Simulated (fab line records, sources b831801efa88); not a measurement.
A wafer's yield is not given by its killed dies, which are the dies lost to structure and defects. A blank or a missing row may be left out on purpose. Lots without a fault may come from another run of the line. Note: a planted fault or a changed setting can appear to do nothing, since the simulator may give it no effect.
Which of the tools did it? || flow gf180mcu || 6 lots with 18 wafers sampled at 2 steps, on a route of 602 steps

== WHAT THE GAUGES READ, wafer by wafer ==
GF_PSD_RS_MEAS_14: measurement is done with a four-point probe.
{"lot": "L751", "measured": "day 14 14:47", "on": "film_metro-04", "NSD_RS (ohm/sq)": "46.15 46.10 46.04"}
{"lot": "L758", "measured": "day 17 08:50", "on": "film_metro-03", "NSD_RS (ohm/sq)": "48.91 49.07 48.92 48.86 49.00 48.92"}
{"lot": "L765", "measured": "day 19 20:58", "on": "film_metro-04", "NSD_RS (ohm/sq)": "46.25 46.18 46.17"}
{"lot": "L767", "measured": "day 21 06:07", "on": "film_metro-03", "NSD_RS (ohm/sq)": "46.20 46.19 46.14"}
{"lot": "L769", "measured": "day 21 18:05", "on": "film_metro-01", "NSD_RS (ohm/sq)": "46.11 46.03 46.09"}
{"lot": "L771", "measured": "day 22 02:47", "on": "film_metro-01", "NSD_RS (ohm/sq)": "46.05 46.12 46.17"}

== EACH LOT AND THE TOOL THAT RAN IT (in order: tool; ch and the chambers of the sampled wafers; start) ==
{"lot": "L751", "GF_PSD_RTA_13": "rtp_anneal-01 ch 0, day 14 14:41"}
{"lot": "L758", "GF_PSD_RTA_13": "rtp_anneal-01 ch 0, day 17 08:44"}
{"lot": "L765", "GF_PSD_RTA_13": "rtp_anneal-02 ch 0, day 19 20:53"}
{"lot": "L767", "GF_PSD_RTA_13": "rtp_anneal-02 ch 0, day 21 06:02"}
{"lot": "L769", "GF_PSD_RTA_13": "rtp_anneal-01 ch 0, day 21 18:01"}
{"lot": "L771", "GF_PSD_RTA_13": "rtp_anneal-01 ch 0, day 22 02:42"}
- GF_PSD_RTA_13: time 20 s.

== THE ANSWER, worked out from the rows above alone ==
Rule: what is usual is taken from the lots themselves. Put in order of their means at a reading, lots are off if they are a third of the lots or fewer, leave a main group of 4 or more, and stand apart from it by a gap of 3 or more times the standard deviation of the main group's means; of several such gaps the widest counts. A main group is skipped when, at the precision printed for the reading in the tables above, its means are all equal. A lot without any number at a reading at which 4 lots or more have one is off too. Where the step has rows for the other lots, those lots are counted as sound.
Off: at GF_PSD_RS_MEAS_14 (NSD_RS), L758. Mean 46.13 ohm/sq and standard deviation 0.047 in the main group.
If a tool, at a process step before that reading, ran all the lots that are off and no sound lot after the first of them, it fits. The gauges at GF_PSD_RS_MEAS_14 are tried like those tools. Not one of the candidates tried fits.

== WHAT THE SIMULATOR HAD INSERTED ==
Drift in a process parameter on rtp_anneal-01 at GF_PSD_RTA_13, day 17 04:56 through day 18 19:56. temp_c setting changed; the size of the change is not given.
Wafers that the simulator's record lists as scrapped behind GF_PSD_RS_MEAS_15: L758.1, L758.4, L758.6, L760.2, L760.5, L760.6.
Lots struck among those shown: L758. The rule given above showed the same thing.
